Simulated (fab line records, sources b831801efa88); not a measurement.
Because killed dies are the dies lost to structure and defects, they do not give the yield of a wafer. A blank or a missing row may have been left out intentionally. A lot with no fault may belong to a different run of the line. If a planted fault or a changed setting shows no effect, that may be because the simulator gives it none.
Which tool is to blame? / flow gf180mcu / at 1 step of a route of 602, 6 lots with 18 wafers sampled

WHAT THE GAUGES SHOWED, per wafer
GF_M4_RS_MEAS_05: uses a four-point probe to measure.
lot=L810; measured=day 23 15:44; on=film_metro-03; M4_ALCU_RS (ohm/sq)=0.0690 0.0702 0.0706
lot=L817; measured=day 25 10:44; on=film_metro-02; M4_ALCU_RS (ohm/sq)=0.0696 0.0699 0.0700
lot=L822; measured=day 27 02:58; on=film_metro-02; M4_ALCU_RS (ohm/sq)=0.0701 0.0689 0.0698
lot=L827; measured=day 28 19:57; on=film_metro-01; M4_ALCU_RS (ohm/sq)=0.0686 0.0687 0.0689
lot=L829; measured=day 29 10:15; on=film_metro-02; M4_ALCU_RS (ohm/sq)=0.0704 0.0707 0.0706
lot=L831; measured=day 29 17:07; on=film_metro-02; M4_ALCU_RS (ohm/sq)=0.0690 0.0696 0.0692

WHICH TOOL RAN EACH LOT (tool, then ch and the chambers of the sampled wafers, then the start)
Record: no process step prior to these readings.

THE ANSWER, worked out from the rows above alone
Rule: usual is defined by the lots themselves. Put in order of their means at a reading, lots are off if they are a third of the lots or fewer, leave a main group of 4 or more, and stand apart from it by a gap of 3 or more times the standard deviation of the main group's means; of several such gaps the widest counts. If all means in a main group match to the digits the tables above print for the reading, that group is not used. Also off: a lot with no number at a reading for which 4 or more lots have one. Any other lot the step has rows for is counted as sound.
None of the lots is off at any reading shown; this tells nothing.

WHAT THE SIMULATOR HAD INSERTED
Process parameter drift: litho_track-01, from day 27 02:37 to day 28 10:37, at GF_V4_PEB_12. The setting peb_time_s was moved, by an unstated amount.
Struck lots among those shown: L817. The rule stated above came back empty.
